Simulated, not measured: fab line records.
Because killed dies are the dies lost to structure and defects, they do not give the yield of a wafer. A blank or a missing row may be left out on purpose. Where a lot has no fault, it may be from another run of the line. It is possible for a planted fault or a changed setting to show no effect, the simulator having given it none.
Chamber matching ; flow sfq line ; cmp-02 running SFQ_TRILAYER_I7_CMP_CMP_184: 4 sister chambers
The step polishes SiO2. 14 wafers are shown with their chamber, then 7 later ones without.

== WAFERS, EACH WITH ITS CHAMBER ==
wafer;chamber;motor current A (A);time to endpoint s (s)
L689.1;3;10.2;200
L689.5;2;9.3;213
L689.6;1;9.6;203
L691.4;1;9.6;214
L691.3;3;9.9;207
L691.6;1;9.4;216
L693.2;2;9.6;208
L693.4;1;9.6;208
L693.5;0;11.0;189
L707.2;2;9.4;206
L707.1;0;11.0;192
L707.6;2;9.3;212
L710.4;2;9.1;206
L710.2;0;10.2;190

SIGNATURES, as means of the wafers listed above
reading;chamber 0;chamber 1;chamber 2;chamber 3;scatter within a chamber
motor current A;10.733;9.550;9.340;10.050;0.252
time to endpoint s;190.33;210.25;209.00;203.50;4.22
Rule: distance of a wafer from a chamber = root of the sum over the readings of ((wafer's reading minus chamber's mean) / reading's scatter) squared. If the next closest chamber is less than 2 further off than the closest, the wafer can't be placed; otherwise it belongs to the closest. The scatter is the square root of a quotient: the sum, over the shown wafers, of each reading's squared deviation from its chamber's mean, divided by wafers minus chambers.

== WAFERS WITH NO CHAMBER GIVEN ==
wafer;motor current A (A);time to endpoint s (s)
L710.6;8.8;213
L711.1;11.5;190
L711.2;9.3;201
L711.3;10.0;195
L712.1;9.0;201
L712.2;11.3;198
L712.4;10.3;199

== CHAMBER TAKEN BY EACH ==
wafer;from the rows above;in truth
L710.6;can't be placed: 2 or 1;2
L711.1;0;0
L711.2;can't be placed: 2 or 1 or 3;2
L711.3;can't be placed: 3 or 0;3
L712.1;can't be placed: 2 or 1 or 3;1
L712.2;0;0
L712.4;can't be placed: 3 or 0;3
Placed correctly: 2 of 7. Not placeable from these rows: 5 (in 5, the candidates include the true chamber). Number placed wrongly: 0.
